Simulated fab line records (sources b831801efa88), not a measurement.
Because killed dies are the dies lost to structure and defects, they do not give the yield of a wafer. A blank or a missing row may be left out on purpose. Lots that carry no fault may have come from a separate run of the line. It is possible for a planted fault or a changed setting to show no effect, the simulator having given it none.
Comparing a struck lot with a sound one + flow sky130 + 43 steps out of a route of 708
Sound: these wafers, L346.1, L346.2, L346.5. Struck: wafers L344.1, L344.4 (left out: L344.3, a lot-mate that was not struck); the cause follows at the end.
Per side, at each step with rows, come the tool, then ch with its chambers, and then its first start. Under that, the readings that differ: sound wafers + struck wafers + difference of the means + sigmas: that difference in standard deviations of wafers without a fault.
alike: same words and numbers on both sides, and readings whose means sit less than 2 such deviations apart. not compared: any withheld reading, any reading some wafer has no value for, any bound like >300 that may hide the same value, and any number with overlapping values for which the record gives no deviation.
Wherever a step has rows on one side only, a row that says differs or no value, or a row with sigmas, the two part there. Numbers that have no deviation but don't overlap get no sigmas and don't part them. Lack of a reading on every wafer of one side parts them only where that side has two or more wafers.

SKY_SPACER_ETCHBACK_02: etches Si3N4 in CH3F/O2, stops on SiO2, time 46.7 s, target depth 45 nm.
  sound on rieDiel-01 ch 0,1,2, day 28 06:49; struck on rieDiel-02 ch 0,3, day 27 04:52
  alike: ch3fFlowSccm, drypumpMotorCurrentA, oesProductAu, throttleValvePct
  not compared: rfHoursCounterH
then, 8 steps without rows for these wafers: SKY_POLY_CUT_DEHYDRATE_00 (time 60 s); SKY_POLY_CUT_HMDS_01 (prime time 60 s); SKY_POLY_CUT_COAT_02 (resist thk 60 nm); SKY_POLY_CUT_COAT_03 (resist thk 450 nm); SKY_POLY_CUT_SOFTBAKE_04 (time 90 s); SKY_POLY_CUT_EXPOSE_05 (exposes mask NPCM, target cd 270 nm); SKY_POLY_CUT_PEB_06; SKY_POLY_CUT_DEVELOP_07 (develop time 60 s).
SKY_POLY_CUT_CD_MEAS_08: the cd target is 270 nm.
  sound: cdSem-02 at day 29 10:04; struck: cdSem-02 at day 28 09:13
  alike: cdNm
SKY_POLY_CUT_OVL_MEAS_09:
  sound: overlay-02 at day 29 10:11; struck: overlay-02 at day 28 09:20
  alike: POLY_CUT_OVL
SKY_POLY_CUT_ETCH_10: etches BARC in N2/H2, stops on SiO2, time 45.9 s, target depth 60 nm.
  sound on rieDiel-01 ch 2,3, day 29 10:13; struck on rieDiel-03 ch 2,3, day 28 09:23
  alike: drypumpMotorCurrentA, oesProductAu, throttleValvePct
  not compared: rfHoursCounterH
SKY_POLY_CUT_ETCH_11: etches Si3N4 in CF4/CH2F2/Ar, stops on poly-Si, time 42.5 s, target depth 60 nm.
  sound on rieDiel-01 ch 2,3, day 29 10:16; struck on rieDiel-03 ch 2,3, day 28 09:25
| reading                            | sound                | struck        | difference | sigmas |
|------------------------------------|----------------------|---------------|------------|--------|
| throttleValvePct (%)               | 14.988 14.981 14.982 | 15.012 14.998 | +0.021     | +2     |
| model.etch.depthNm (nm)            | 62.43 62.8 62.44     | 61.13 60.28   | -1.85      |        |
| model.POLY_CUT.featureDepthNm (nm) | 62.43 62.8 62.44     | 61.13 60.28   | -1.85      |        |
  alike: drypumpMotorCurrentA, oesProductAu
  not compared: rfHoursCounterH
SKY_POLY_CUT_STRIP_12: strips in O2/N2.
  sound on plasmaAsher-01 ch 0,1, day 29 10:18; struck on plasmaAsher-04 ch 1, day 28 09:28
| reading                  | sound       | struck  | difference | sigmas |
|--------------------------|-------------|---------|------------|--------|
| drypumpMotorCurrentA (A) | 6.1 5.3 6.0 | 4.7 4.7 | -1.1       | -2     |
  alike: oesProductAu, stripTimeToEndpointS
  not compared: rfHoursCounterH
then, 7 steps without rows for these wafers: SKY_SD_P_DEHYDRATE_00 (time 60 s); SKY_SD_P_HMDS_01 (prime time 60 s); SKY_SD_P_COAT_02 (resist thk 1140 nm); SKY_SD_P_SOFTBAKE_03 (time 60 s); SKY_SD_P_EXPOSE_04 (exposes mask PSDM, target cd 380 nm); SKY_SD_P_PEB_05; SKY_SD_P_DEVELOP_06 (develop time 60 s).
SKY_SD_P_CD_MEAS_07: the cd target is 380 nm.
  rows exist in the record for the sound wafers here (cdSem-02, day 30 13:55), none for the struck ones
SKY_SD_P_OVL_MEAS_08:
  rows exist in the record for the sound wafers here (overlay-01, day 30 14:02), none for the struck ones
then, 1 step without rows for these wafers: SKY_SD_P_IMPLANT_09.
SKY_SD_P_STRIP_10: strips in O2/N2.
  the record has rows for the sound wafers here (plasmaAsher-02 ch 0,1, day 30 14:13) and none for the struck ones
SKY_SD_P_TW_MEAS_11:
  rows exist in the record for the sound wafers here (filmMetro-02, day 30 14:19), none for the struck ones
then, 8 steps without rows for these wafers: SKY_RES_XHIGH_DEHYDRATE_00 (time 60 s); SKY_RES_XHIGH_HMDS_01 (prime time 60 s); SKY_RES_XHIGH_COAT_02 (resist thk 1140 nm); SKY_RES_XHIGH_SOFTBAKE_03 (time 60 s); SKY_RES_XHIGH_EXPOSE_04 (exposes mask URPM, target cd 1270 nm); SKY_RES_XHIGH_PEB_05; SKY_RES_XHIGH_DEVELOP_06 (develop time 60 s); SKY_RES_XHIGH_IMPLANT_07.
SKY_RES_XHIGH_STRIP_08: strips in O2/N2.
  the record has rows for the sound wafers here (plasmaAsher-04 ch 0,1, day 31 17:38) and none for the struck ones
SKY_RES_XHIGH_TW_MEAS_09:
  rows exist in the record for the sound wafers here (filmMetro-04, day 31 17:44), none for the struck ones
then, 6 steps without rows for these wafers: SKY_SD_N_DEHYDRATE_00 (time 60 s); SKY_SD_N_HMDS_01 (prime time 60 s); SKY_SD_N_COAT_02 (resist thk 1140 nm); SKY_SD_N_SOFTBAKE_03 (time 60 s); SKY_SD_N_EXPOSE_04 (exposes mask NSDM, target cd 380 nm); SKY_SD_N_PEB_05.
-- record jumps: 20 days separate the struck wafers' starts on either side; left off in module SD_N, taken up again in module PAD_OPEN, whose first shown step is the route's number 708 --
SKY_PAD_OPEN_PROBE_99:
  sound: prober-02 at day 49 09:17; struck: prober-02 at day 48 16:14
| reading          | sound    | struck  | difference | sigmas |
|------------------|----------|---------|------------|--------|
| killedAtFrontEnd | 14 22 15 | 363 352 | +340       | +85    |
| killedDies       | 69 95 74 | 434 423 | +349       | +38    |
| killedOnRim      | 13 14 11 | 85 94   | +77        | +22    |
  alike: killed_at_M0_to_M3, killed_at_M4_up, killedAtContacts, killedAtOther, killedOpen, killedShort

WHERE THEY PART
Last at SKY_PAD_OPEN_PROBE_99 as far as this record goes, first at SKY_POLY_CUT_ETCH_11.

WHY: whatever the simulator had introduced
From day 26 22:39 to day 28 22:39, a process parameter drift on rieDiel-03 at SKY_POLY_CUT_ETCH_11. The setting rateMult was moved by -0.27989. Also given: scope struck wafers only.
